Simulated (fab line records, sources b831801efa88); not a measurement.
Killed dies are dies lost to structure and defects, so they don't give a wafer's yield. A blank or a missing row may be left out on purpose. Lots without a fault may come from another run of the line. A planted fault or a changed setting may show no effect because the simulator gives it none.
A struck lot beside a sound one | flow sky130 | 44 steps out of a route of 708
Sound: wafers L719.1, L719.4, L719.6. Struck: wafers L731.1, L731.2, L731.3. The cause comes at the end.
At each step with rows: each side's tool, then ch and its chambers, then its first start. Under that, the readings that differ: sound wafers | struck wafers | difference of the means | sigmas: that difference in standard deviations of wafers without a fault.
alike: readings whose means differ by less than 2 such deviations, and words and numbers that are the same on both sides. not compared: withheld readings, readings that some wafer has no value for, bounds like >300 that may hide the same value, and numbers for which the record gives no deviation and whose values overlap.
The two part at a step that has a row with sigmas, a row that says differs or no value, or rows on one side only. Numbers that don't overlap but have no deviation are shown without sigmas and don't part them. A reading that every wafer of one side lacks parts them only if that side has two wafers or more.

SKY_METAL3_CD_MEAS_13: target cd 300 nm.
  sound on cd_sem-01, day 38 05:02; struck on cd_sem-02, day 42 11:43
  alike: cd_nm
SKY_METAL3_OVL_MEAS_14:
  sound on overlay-01, day 38 05:09; struck on overlay-01, day 42 11:50
  alike: METAL3_OVL
then, 4 steps without rows for these wafers: SKY_METAL3_DESCUM_15 (chemistry O2, time 8 s); SKY_METAL3_ETCH_16 (etches BARC in N2/H2, stops on SiO2, time 88.2 s, target depth 60 nm); SKY_METAL3_ETCH_17 (etches SiO2 in C4F8/O2/Ar, stops on TiN, time 3.9 s, target depth 15 nm); SKY_METAL3_METAL_ETCH_18 (etches the open film in Cl2/BCl3, stops on SiO2, target depth 845 nm, time 183.1 s).
SKY_METAL3_STRIP_19: strips in O2/N2.
  sound on plasma_asher-03 ch 0,1, day 38 05:38; struck on plasma_asher-03 ch 0,1, day 42 12:11
  alike: drypump_motor_current_A, oes_product_au, strip_time_to_endpoint_s
  not compared: rf_hours_counter_h
then, 4 steps without rows for these wafers: SKY_METAL3_STRIP_20 (strips in post etch residue remover, time 1200 s); SKY_METAL3_CLEAN_21 (cleans in IPA, time 180 s); SKY_METAL3_CLEAN_22 (cleans in O3/DIW); SKY_VIA3_HDPCVD_00 (deposits SiO2, target thk 1635 nm, time 272.5 s).
SKY_VIA3_THK_MEAS_01:
  sound on film_metro-02, day 38 06:25; struck on film_metro-02, day 42 13:07
  alike: VIA3_HDPCVD_THK
SKY_VIA3_CMP_02: polishes SiO2.
  sound on cmp-01 ch 1,2,3, day 38 06:34; struck on cmp-01 ch 0,1,2, day 42 13:20
  reading                                  | sound             | struck            | difference | sigmas
  model.SiO2_of_VIA3_HDPCVD_00.thk_nm (nm) | 464.9 464.7 465.1 | 884.6 870.2 884.2 | +414.8     |
  alike: motor_current_A, retaining_ring_pressure_frac, slurry_filter_dp_kPa
SKY_VIA3_BOW_MEAS_03:
  sound on film_metro-01, day 38 06:46; struck on film_metro-03, day 42 13:38
  reading       | sound    | struck    | difference | sigmas
  VIA3_BOW (um) | 78 80 82 | 95 103 97 | +18        | +2
then, 8 steps without rows for these wafers: SKY_VIA3_DEHYDRATE_04 (time 60 s); SKY_VIA3_HMDS_05 (prime time 60 s); SKY_VIA3_COAT_06 (resist thk 60 nm); SKY_VIA3_COAT_07 (resist thk 450 nm); SKY_VIA3_SOFTBAKE_08 (time 90 s); SKY_VIA3_EXPOSE_09 (exposes mask VIM3, target cd 200 nm); SKY_VIA3_PEB_10; SKY_VIA3_DEVELOP_11 (develop time 60 s).
SKY_VIA3_CD_MEAS_12: target cd 200 nm.
  sound on cd_sem-01, day 39 07:11; struck on cd_sem-02, day 43 12:37
  alike: cd_nm
SKY_VIA3_OVL_MEAS_13:
  sound on overlay-02, day 39 07:18; struck on overlay-01, day 43 12:44
  reading       | sound    | struck | difference | sigmas
  VIA3_OVL (nm) | -7 -5 -4 | 13 3 7 | +13        | +2
then, 1 step without rows for these wafers: SKY_VIA3_ETCH_14 (etches BARC in N2/H2, stops on SiO2, time 45.9 s, target depth 60 nm).
SKY_VIA3_ETCH_15: etches SiO2 in C4F8/O2/Ar, stops on TiN, target depth 507 nm, time 78 s.
  sound on rie_diel-04 ch 1,2, day 39 07:22; struck on rie_diel-01 ch 0,1,2, day 43 12:49
  reading                          | sound             | struck            | difference | sigmas
  oes_product_au (a.u.)            | 0.951 0.949 0.947 | 1.008 0.998 0.987 | +0.049     | +9
  model.VIA3.feature_depth_nm (nm) | 464.9 464.7 465.1 | 507.5 503.5 497.9 | +38.1      |
  model.etch.depth_nm (nm)         | 464.9 464.7 465.1 | 507.5 503.5 497.9 | +38.1      |
  not compared: rf_hours_counter_h
then, 4 steps without rows for these wafers: SKY_VIA3_STRIP_16 (strips in O2/N2); SKY_VIA3_STRIP_17 (strips in post etch residue remover, time 1200 s); SKY_VIA3_CLEAN_18 (cleans in IPA, time 180 s); SKY_VIA3_CLEAN_19 (cleans in O3/DIW).
SKY_VIA3_SPUTTER_20: material TiN, target thk 20 nm, time 80 s.
  sound on pvd_sputter-04, day 39 08:02; struck on pvd_sputter-01, day 43 13:33
  alike: throttle_valve_pct
SKY_VIA3_CVD_21: deposits W, target thk 390 nm, time 117.31 s.
  sound on cvd_w-02 ch 0,1, day 39 08:05; struck on cvd_w-01 ch 0,1, day 43 13:37
  alike: heater_power_w
SKY_VIA3_RS_MEAS_22: measures by four-point-probe.
  sound on film_metro-02, day 39 08:13; struck on film_metro-01, day 43 13:44
  alike: VIA3_W_RS
SKY_VIA3_THK_MEAS_23: measures by xrf.
  sound on film_metro-02, day 39 08:20; struck on film_metro-01, day 43 13:51
  reading         | sound       | struck      | difference | sigmas
  VIA3_W_THK (nm) | 402 398 400 | 389 378 388 | -15        | -3
then, 4 steps without rows for these wafers: SKY_VIA3_CMP_24 (polishes, stops on SiO2, t overpolish 20 s, target thk 0 nm); SKY_METAL4_SPUTTER_00 (material Ti, target thk 15 nm, time 10 s); SKY_METAL4_SPUTTER_01 (material TiN, target thk 20 nm, time 16.7 s); SKY_METAL4_SPUTTER_02 (material AlCu, target thk 735 nm, time 39.1 s).
SKY_METAL4_SPUTTER_03: material Ti, target thk 5 nm, time 3.3 s.
  sound on pvd_sputter-01, day 39 08:47; struck on pvd_sputter-03, day 43 14:18
  alike: throttle_valve_pct
then, 1 step without rows for these wafers: SKY_METAL4_SPUTTER_04 (material TiN, target thk 70 nm, time 58.3 s).
SKY_CAP2M_CVD_00: deposits SiO2, target thk 15.5 nm.
  sound on pecvd-03 ch 0,1,2, day 39 08:50; struck on pecvd-04 ch 0,1,2, day 43 14:22
  alike: heater_power_w
SKY_CAP2M_THK_MEAS_01:
  sound on film_metro-01, day 39 08:52; struck on film_metro-04, day 43 14:23
  alike: CAP2M_CVD_00_THK
SKY_METAL4_METAL_ETCH_18: etches the open film in Cl2/BCl3, stops on SiO2, target depth 845 nm, time 183.1 s.
  sound on rie_metal-02 ch 0,1, day 41 10:53; struck on rie_metal-02 ch 0,1, day 45 11:04
  reading                                  | sound             | struck            | difference | sigmas
  model.SiO2_of_VIA3_HDPCVD_00.thk_nm (nm) | 434.8 435.6 434.8 | 853.8 840.5 854.6 | +414.6     |
  alike: drypump_motor_current_A, mfc_cl2_sccm, oes_product_au, throttle_valve_pct
  not compared: rf_hours_counter_h
-- the record jumps here: 4 days lie between the struck wafers' starts before and after (it left off in module METAL4 and takes up again in module PAD_OPEN, whose first step shown is number 708 of the route) --
SKY_PAD_OPEN_PROBE_99:
  sound on prober-01, day 45 12:15; struck on prober-01, day 49 01:19
  reading                                     | sound                | struck               | difference | sigmas
  model.etest.tester.sort_n_pass              | 403 414 394          | 0 0 0                | -404       |
  model.etest.tester.sort_yield_pct (%)       | 81.91 84.15 80.08    | 0 0 0                | -82        |
  model.etest.tester.sort_bin_5_pct (%)       | 12.2 7.114 11.38     | 90.94 86.1 92.36     | +79.57     |
  model.etest.tester.sort_bin_3_pct (%)       | 0.4065 1.22 1.829    | 2.15 7.597 1.948     | +2.75      |
  model.etest.met4_comb.leak_log10_a_um       | -12.04 -12.01 -11.95 | -10.52 -9.464 -10.92 | +1.70      |
  model.etest.li_comb.under_floor             | 0 0 0                | 1 1 1                | +1         |
  model.etest.diode_ndiff_pwell.under_floor   | 0 0 0                | 1 1 1                | +1         |
  model.etest.diode_pdiff_fingers.under_floor | 0 0 0                | 1 1 1                | +1         |
  alike: defect_limited_yield, killed_at_M0_to_M3, killed_at_M4_up, killed_at_contacts, killed_at_front_end, killed_at_other, killed_dies, killed_on_rim, killed_open, killed_short

WHERE THEY PART
First at SKY_VIA3_BOW_MEAS_03; last, within this record, at SKY_VIA3_THK_MEAS_23. Later steps at which nothing parts them and some readings are alike: SKY_METAL4_SPUTTER_03, SKY_CAP2M_CVD_00, SKY_CAP2M_THK_MEAS_01, SKY_METAL4_METAL_ETCH_18, SKY_PAD_OPEN_PROBE_99.

WHY: what the simulator had put in
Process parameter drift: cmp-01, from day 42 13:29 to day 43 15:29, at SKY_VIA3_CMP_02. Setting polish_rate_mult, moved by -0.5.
